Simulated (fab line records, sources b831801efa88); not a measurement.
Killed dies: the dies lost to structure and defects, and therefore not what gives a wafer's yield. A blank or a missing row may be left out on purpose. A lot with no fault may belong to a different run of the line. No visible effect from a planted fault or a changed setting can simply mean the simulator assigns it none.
2 desks, one fault ; flow gf180mcu ; numbers are kept per desk, each desk with only its own; the story behind them comes last

AT THE TOOL OWNER'S DESK: rie-metal-02
The tool's own readings at GF_M3_METAL_ETCH_16 (etches the open film in Cl2/BCl3, stops on SiO2, target depth 627.5 nm, time 104.6 s): means of the sampled wafers that have a number, for each lot that ran on this tool. Marked OUT: a lot whose mean sits more than 4 standard deviations from the usual mean, which makes it out of limits; the brackets give that distance.
Columns: A = bcl3-flow-sccm at GF_M3_METAL_ETCH_16, usual 40.01 sccm; B = drypump-motor-current-A at GF_M3_METAL_ETCH_16, usual 5.7 A; C = oes-product-au at GF_M3_METAL_ETCH_16, usual 0.971 a.u.; D = rf-fwd-power-W at GF_M3_METAL_ETCH_16, usual 795 W; E = throttle-valve-pct at GF_M3_METAL_ETCH_16, usual 28.251 %
lot;first seen here;A;B;C;D;E
L555;day 21 00:03;39.99;5.8;0.976;797;28.252
L556;day 21 13:57;40.16;5.8;0.968;797;28.264
L559;day 22 21:07;39.87;6.1;0.970;795;28.237
L564;day 24 14:03;40.00;5.5;0.977;797;28.251
L566;day 25 07:37;39.80;5.8;0.966;794;28.248
L568;day 25 23:08;40.02;5.9;0.974;796;28.262
This desk's verdict: no lot among the 6 shows anything out of limits.

AT THE METROLOGY DESK
What the gauges read, lot by lot, whatever tool the lot ran on: means of the sampled wafers that have a number. Marked OUT: a lot whose mean sits more than 4 standard deviations from the usual mean, which makes it out of limits; the brackets give that distance.
Columns: A = M5_OVL at GF_M5_OVL_MEAS_08, usual -4 nm
lot;first seen here;A
L555;day 25 23:21;-3
L556;day 26 11:50;-8
L557;day 27 01:44;-9
L559;day 28 11:21;-0
L564;day 28 19:59;-5
L566;day 29 23:35;-4
L568;day 30 13:59;-1
L571;day 31 11:11;3
L574;day 32 01:47;-3
L575;day 32 08:50;-3
L577;day 32 20:08;-5
L578;day 33 02:50;3
This desk's verdict: no lot among the 12 shows anything out of limits.

BROUGHT TOGETHER
The tool owner's desk saw nothing out of limits.
Nothing out of limits was seen by the metrology desk.

WHAT THE SIMULATOR PUT IN
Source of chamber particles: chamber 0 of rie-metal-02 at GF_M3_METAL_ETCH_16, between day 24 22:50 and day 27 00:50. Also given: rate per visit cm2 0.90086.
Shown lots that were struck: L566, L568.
